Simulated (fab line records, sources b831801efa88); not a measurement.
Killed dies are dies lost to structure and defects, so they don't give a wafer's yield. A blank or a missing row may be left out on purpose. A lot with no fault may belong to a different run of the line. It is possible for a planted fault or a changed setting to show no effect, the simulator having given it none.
Which tool is to blame? || flow sky130 || 11 lots, 31 wafers sampled, at 3 steps of a route of 708

WHAT THE GAUGES SHOWED, per wafer
SKY_VIA3_THK_MEAS_23: measures by xrf.
{"lot": "L355", "measured": "day 40 10:08", "on": "film metro-01", "VIA3_W_THK (nm)": "373 380 377"}
{"lot": "L357", "measured": "day 40 18:59", "on": "film metro-02", "VIA3_W_THK (nm)": "376 383 374"}
{"lot": "L356", "measured": "day 40 22:35", "on": "film metro-02", "VIA3_W_THK (nm)": "366 365 373"}
{"lot": "L363", "measured": "day 42 15:31", "on": "film metro-02", "VIA3_W_THK (nm)": "374 374 380"}
{"lot": "L367", "measured": "day 43 15:34", "on": "film metro-02", "VIA3_W_THK (nm)": "376 377 378"}
{"lot": "L368", "measured": "day 44 01:19", "on": "film metro-02", "VIA3_W_THK (nm)": "384 385 381"}
{"lot": "L369", "measured": "day 44 07:33", "on": "film metro-01", "VIA3_W_THK (nm)": "373 369"}
{"lot": "L375", "measured": "day 45 17:10", "on": "film metro-01", "VIA3_W_THK (nm)": "384 387 378"}
{"lot": "L376", "measured": "day 45 22:08", "on": "film metro-03", "VIA3_W_THK (nm)": "373 373 373"}
{"lot": "L377", "measured": "day 46 02:13", "on": "film metro-02", "VIA3_W_THK (nm)": "384 375 372"}
{"lot": "L378", "measured": "day 46 02:59", "on": "film metro-03", "VIA3_W_THK (nm)": "373 371"}

WHAT TOOL EACH LOT RAN ON (gives the tool, then ch and the chambers of the sampled wafers, and finally the start)
{"lot": "L355", "SKY_METAL2_SPUTTER_04": "pvd sputter-04, day 34 18:59", "SKY_VIA3_SPUTTER_20": "pvd sputter-01, day 40 09:49"}
{"lot": "L357", "SKY_METAL2_SPUTTER_04": "pvd sputter-04, day 35 02:32", "SKY_VIA3_SPUTTER_20": "pvd sputter-02, day 40 18:41"}
{"lot": "L356", "SKY_METAL2_SPUTTER_04": "pvd sputter-01, day 35 08:15", "SKY_VIA3_SPUTTER_20": "pvd sputter-01, day 40 22:16"}
{"lot": "L363", "SKY_METAL2_SPUTTER_04": "pvd sputter-01, day 37 05:34", "SKY_VIA3_SPUTTER_20": "pvd sputter-02, day 42 15:13"}
{"lot": "L367", "SKY_METAL2_SPUTTER_04": "pvd sputter-04, day 38 08:04", "SKY_VIA3_SPUTTER_20": "pvd sputter-04, day 43 15:14"}
{"lot": "L368", "SKY_METAL2_SPUTTER_04": "pvd sputter-04, day 38 18:35", "SKY_VIA3_SPUTTER_20": "pvd sputter-01, day 44 01:01"}
{"lot": "L369", "SKY_METAL2_SPUTTER_04": "pvd sputter-04, day 39 01:07", "SKY_VIA3_SPUTTER_20": "pvd sputter-02, day 44 07:14"}
{"lot": "L375", "SKY_METAL2_SPUTTER_04": "pvd sputter-01, day 40 18:46", "SKY_VIA3_SPUTTER_20": "pvd sputter-01, day 45 16:51"}
{"lot": "L376", "SKY_METAL2_SPUTTER_04": "pvd sputter-04, day 40 20:55", "SKY_VIA3_SPUTTER_20": "pvd sputter-04, day 45 21:50"}
{"lot": "L377", "SKY_METAL2_SPUTTER_04": "pvd sputter-04, day 41 01:35", "SKY_VIA3_SPUTTER_20": "pvd sputter-02, day 46 01:55"}
{"lot": "L378", "SKY_METAL2_SPUTTER_04": "pvd sputter-04, day 41 03:01", "SKY_VIA3_SPUTTER_20": "pvd sputter-02, day 46 02:40"}
- SKY_METAL2_SPUTTER_04: material TiN, target thk 70 nm, time 58.3 s.
- SKY_VIA3_SPUTTER_20: material TiN, target thk 20 nm, time 80 s.

THE ANSWER, worked out from the rows above alone
Rule: usual is defined by the lots themselves. The widest of any qualifying gaps counts: lots, ordered by their means at a reading, are off when they make up no more than a third of the lots, leave a main group of 4 or more, and stand apart from it by 3 or more times the standard deviation of that group's means. A main group is skipped when, at the precision printed for the reading in the tables above, its means are all equal. Also off: a lot with no number at a reading for which 4 or more lots have one. Where the step has rows for the other lots, those lots are counted as sound.
Across all readings shown, no lot is off: no conclusion can be drawn from this.

WHAT THE SIMULATOR PUT IN
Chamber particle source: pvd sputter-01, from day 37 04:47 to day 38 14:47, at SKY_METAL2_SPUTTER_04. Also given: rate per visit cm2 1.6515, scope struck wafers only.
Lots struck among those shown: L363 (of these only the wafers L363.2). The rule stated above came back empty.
